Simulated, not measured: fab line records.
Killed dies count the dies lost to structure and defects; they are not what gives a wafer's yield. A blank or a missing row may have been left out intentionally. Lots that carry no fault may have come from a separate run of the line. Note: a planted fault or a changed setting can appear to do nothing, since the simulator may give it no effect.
Matching of chambers / flow sky130 / cmp-01 running SKY_VIA3_CMP_02: 4 sister chambers
The step polishes SiO2. 4 wafers are shown with their chamber, then 10 later ones without.

WAFERS, EACH WITH ITS CHAMBER
wafer=L091.1; chamber=2; motor_current_A (A)=11.0
wafer=L091.4; chamber=1; motor_current_A (A)=10.6
wafer=L092.3; chamber=0; motor_current_A (A)=12.4
wafer=L092.5; chamber=3; motor_current_A (A)=11.5

WAFERS WHOSE CHAMBER IS MISSING
wafer=L092.6; motor_current_A (A)=12.4
wafer=L093.1; motor_current_A (A)=10.7
wafer=L093.2; motor_current_A (A)=12.9
wafer=L093.6; motor_current_A (A)=13.0
wafer=L096.1; motor_current_A (A)=10.7
wafer=L096.3; motor_current_A (A)=11.7
wafer=L096.4; motor_current_A (A)=11.0
wafer=L097.1; motor_current_A (A)=10.8
wafer=L097.3; motor_current_A (A)=10.4
wafer=L097.5; motor_current_A (A)=11.3

WHICH CHAMBER EACH WENT THROUGH
wafer=L092.6; from the rows above=0; in truth=0
wafer=L093.1; from the rows above=can't be placed: 1 or 2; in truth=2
wafer=L093.2; from the rows above=0; in truth=0
wafer=L093.6; from the rows above=0; in truth=0
wafer=L096.1; from the rows above=can't be placed: 1 or 2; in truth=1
wafer=L096.3; from the rows above=can't be placed: 3 or 2 or 0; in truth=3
wafer=L096.4; from the rows above=can't be placed: 2 or 1 or 3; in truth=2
wafer=L097.1; from the rows above=can't be placed: 2 or 1 or 3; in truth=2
wafer=L097.3; from the rows above=can't be placed: 1 or 2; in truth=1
wafer=L097.5; from the rows above=can't be placed: 3 or 2 or 1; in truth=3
Correct placement for 3 of the 10. These rows do not allow placing 7 (true chamber among the candidates in 7). Number placed wrongly: 0.
How it was worked out, from the rows above alone: a wafer's distance from a chamber is the root of the sum, over the readings, of the square of ((its reading less the chamber's mean) divided by the reading's scatter). The wafer belongs to the nearest chamber; if the next one is less than 2 further off, it can't be placed. A chamber's mean is the mean of its shown wafers. The scatter: root of mean squared gap, hidden wafer to nearest shown wafer, with one shown wafer a chamber.
